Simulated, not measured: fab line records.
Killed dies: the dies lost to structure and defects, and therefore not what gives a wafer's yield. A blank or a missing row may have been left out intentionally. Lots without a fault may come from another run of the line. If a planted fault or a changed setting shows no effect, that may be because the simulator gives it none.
A lot that was struck, set against a sound lot	flow gf180mcu	45 out of 602 route steps
Sound: the wafers L489.2, L489.3, L489.5. Struck: wafer L483.6 (left out: L483.1, L483.4 of the same lot, which were not struck); the cause appears at the end.
Each step with rows lists, per side, the tool, then ch with its chambers, then its first start. Under that, the readings that differ: sound wafers	struck wafers	difference of the means	sigmas: that difference in standard deviations of wafers without a fault.
alike: a reading whose means differ by less than 2 such deviations, as well as words and numbers matching on both sides. not compared: withheld readings; readings where some wafer has no value; bounds like >300 that might hide an equal value; numbers whose values overlap and for which the record gives no deviation.
A row with sigmas, a row that says differs or no value, or rows on one side alone: a step with any of these is where the two part. When numbers do not overlap yet have no deviation, they are printed without sigmas and do not part them. Lack of a reading on every wafer of one side parts them only where that side has two or more wafers.

GF_STI_THK_MEAS_02:
  sound on filmMetro-03, day 4 10:38; struck on filmMetro-03, day 3 06:57
reading	sound	struck	difference	sigmas
STI_OXIDATION_THK (nm)	10.25 10.24 10.18	9.70	-0.52	-3
then, 1 step without rows for these wafers: GF_STI_CVD_03 (deposits Si3N4 from DCS/NH3, target thk 207.16 nm, time 3551 s).
GF_STI_THK_MEAS_04:
  sound on filmMetro-02, day 4 14:13; struck on filmMetro-03, day 3 08:59
  alike: STI_CVD_03_THK
then, 7 steps without rows for these wafers: GF_STI_DEHYDRATE_05 (time 60 s); GF_STI_HMDS_06 (prime time 60 s); GF_STI_COAT_07 (resist thk 700 nm); GF_STI_SOFTBAKE_08 (time 60 s); GF_STI_EXPOSE_09 (exposes mask COMP, target cd 220 nm); GF_STI_PEB_10 (peb time 90 s); GF_STI_DEVELOP_11 (develop time 60 s).
GF_STI_CD_MEAS_12: the cd target is 220 nm.
  sound on cdSem-01, day 5 03:53; struck on cdSem-01, day 3 20:30
  alike: cdNm
GF_STI_ETCH_13: etches the open film in CHF3/O2, stops on Si, target depth 282.31 nm, time 112.9 s.
  sound on rieDiel-03 ch 1,3, day 5 03:59; struck on rieDiel-04 ch 0, day 3 20:37
  alike: drypumpMotorCurrentA, oesProductAu, runLengthS, throttleValvePct
  not compared: rfHoursCounterH
GF_STI_ETCH_14: etches Si in HBr/Cl2/O2, target depth 360 nm, time 102.9 s.
  sound on rieSi-01 ch 0,1, day 5 04:04; struck on rieSi-02 ch 2, day 3 20:41
reading	sound	struck	difference	sigmas
runLengthS (s)	130.8 131.6 130.5	87.3	-43.7	-97
model.etch.depthNm (nm)	363.4 356 358.8	211.2	-148.2	
model.STI.featureDepthNm (nm)	363.4 356 358.8	211.2	-148.2	
model.KrF_of_STI_COAT_07.thkNm (nm)	312.7 314.8 316.5	370.9	+56.2	
  alike: HBr_flow_sccm, drypumpMotorCurrentA, oesProductAu, throttleValvePct
  not compared: rfHoursCounterH
GF_STI_STRIP_15: strips in O2/N2.
  sound on plasmaAsher-04 ch 0,1, day 5 04:08; struck on plasmaAsher-03 ch 0, day 3 20:46
reading	sound	struck	difference	sigmas
heaterPowerW (W)	305 314 310	430	+120	+3
oesProductAu (a.u.)	0.377 0.385 0.378	0.408	+0.028	+6
stripTimeToEndpointS (s)	3.65 3.68 3.70	4.28	+0.60	+10
  alike: drypumpMotorCurrentA
  not compared: rfHoursCounterH
then, 6 steps without rows for these wafers: GF_STI_CLEAN_16 (cleans in dHF, time 25 s); GF_STI_WET_ETCH_17 (etches Si3N4 in H3PO4, target depth 45 nm, time 514 s); GF_STI_CLEAN_18 (cleans in SC1/SC2, time 150 s); GF_STI_CLEAN_19 (cleans in dHF, time 20 s); GF_STI_WET_ETCH_20 (etches SiO2 in dHF, target depth 20 nm, time 400 s); GF_STI_OXIDATION_21 (stabilise 600 s, purge 300 s, target thk 15 nm).
GF_STI_THK_MEAS_22:
  sound on filmMetro-03, day 5 06:07; struck on filmMetro-02, day 4 01:54
  alike: STI_OXIDATION_01_THK
then, 1 step without rows for these wafers: GF_STI_CVD_23 (deposits SiO2, target thk 650 nm, time 108.3 s).
GF_STI_THK_MEAS_24:
  sound on filmMetro-01, day 5 06:15; struck on filmMetro-01, day 4 02:02
  alike: STI_CVD_23_THK
GF_STI_CMP_25: polishes, stops on Si3N4, t overpolish 33 s, target thk 524.6 nm.
  sound on cmp-01 ch 1,2, day 5 06:18; struck on cmp-02 ch 0, day 4 02:12
  alike: motorCurrentA, platenRpm, slurryFilterDpKPa
then, 4 steps without rows for these wafers: GF_STI_WET_ETCH_26 (etches SiO2 in dHF, target depth 94 nm, time 188 s); GF_STI_WET_ETCH_27 (etches Si3N4 in H3PO4, target depth 160 nm, time 1825 s); GF_STI_WET_ETCH_28 (etches SiO2 in dHF, target depth 20 nm, time 40 s); GF_STI_OXIDATION_29 (stabilise 600 s, purge 300 s, target thk 10 nm).
GF_STI_THK_MEAS_30:
  sound on filmMetro-01, day 5 08:36; struck on filmMetro-01, day 4 06:11
reading	sound	struck	difference	sigmas
STI_OXIDATION_02_THK (nm)	9.82 9.69 9.63	10.18	+0.47	+2
then, 8 steps without rows for these wafers: GF_DNWELL_DEHYDRATE_00 (time 60 s); GF_DNWELL_HMDS_01 (prime time 60 s); GF_DNWELL_COAT_02 (resist thk 3000 nm); GF_DNWELL_SOFTBAKE_03; GF_DNWELL_EXPOSE_04 (exposes mask DNWELL, target cd 1700 nm); GF_DNWELL_PEB_05; GF_DNWELL_DEVELOP_06 (develop time 60 s); GF_DNWELL_IMPLANT_07.
GF_DNWELL_STRIP_08: strips in O2/N2.
  sound on plasmaAsher-01 ch 0,1, day 5 23:07; struck on plasmaAsher-02 ch 0, day 4 19:53
reading	sound	struck	difference	sigmas
drypumpMotorCurrentA (A)	5.7 4.8 4.8	5.9	+0.8	+2
  alike: heaterPowerW, oesProductAu, stripTimeToEndpointS
  not compared: rfHoursCounterH
GF_DNWELL_TW_MEAS_09:
  sound on filmMetro-01, day 5 23:14; struck on filmMetro-01, day 4 19:59
  alike: DNWELL_TW
then, 3 steps without rows for these wafers: GF_NWELL_DEHYDRATE_00 (time 60 s); GF_NWELL_HMDS_01 (prime time 60 s); GF_NWELL_COAT_02 (resist thk 3000 nm).
-- the record jumps here: 17 days lie between the struck wafers' starts before and after (it left off in module NWELL and takes up again in module V1, whose first step shown is number 359 of the route) --
GF_V1_RS_MEAS_24: measurement is done with a four-point probe.
  sound on filmMetro-02, day 24 01:16; struck on filmMetro-02, day 22 01:28
  alike: V1_W_RS
  not compared: hold
GF_V1_THK_MEAS_25: measures by xrf.
  sound on filmMetro-02, day 24 01:22; struck on filmMetro-02, day 22 01:35
  alike: V1_W_THK
  not compared: hold
-- the record jumps here: 10 days lie between the struck wafers' starts before and after (it left off in module V1 and takes up again in module PASSIVATION, whose first step shown is number 602 of the route) --
GF_PASSIVATION_PROBE_99:
  sound on prober-01, day 33 14:14; struck on prober-01, day 32 02:41
reading	sound	struck	difference	sigmas
model.etest.pwellInDnwell.lineOhmUm	4281 4143 4265	2980	-1250	
model.etest.ldpmos_10p0.rOnOhmUm	1.125e+04 1.119e+04 1.13e+04	1.009e+04	-1.157e+03	
model.etest.pwellInDnwell.rsOhmSq	2588 2527 2537	1806	-745	
model.etest.ldnmos_10p0.rOnOhmUm	3673 3693 3717	3150	-544	
model.etest.pDrift.rsOhmSq	2401 2356 2385	1867	-514	
model.etest.nDrift.rsOhmSq	1282 1252 1262	852.1	-413.2	
model.etest.nwell.lineOhmUm	1180 1163 1164	920.5	-248.5	
model.etest.nwell.rsOhmSq	1019 998.1 1007	786.6	-221.4	

== WHERE THEY PART ==
First at GF_STI_THK_MEAS_02; last, within this record, at GF_DNWELL_STRIP_08. Later steps at which nothing parts them and some readings are alike: GF_DNWELL_TW_MEAS_09, GF_V1_RS_MEAS_24, GF_V1_THK_MEAS_25.

WHY: what the simulator had put in
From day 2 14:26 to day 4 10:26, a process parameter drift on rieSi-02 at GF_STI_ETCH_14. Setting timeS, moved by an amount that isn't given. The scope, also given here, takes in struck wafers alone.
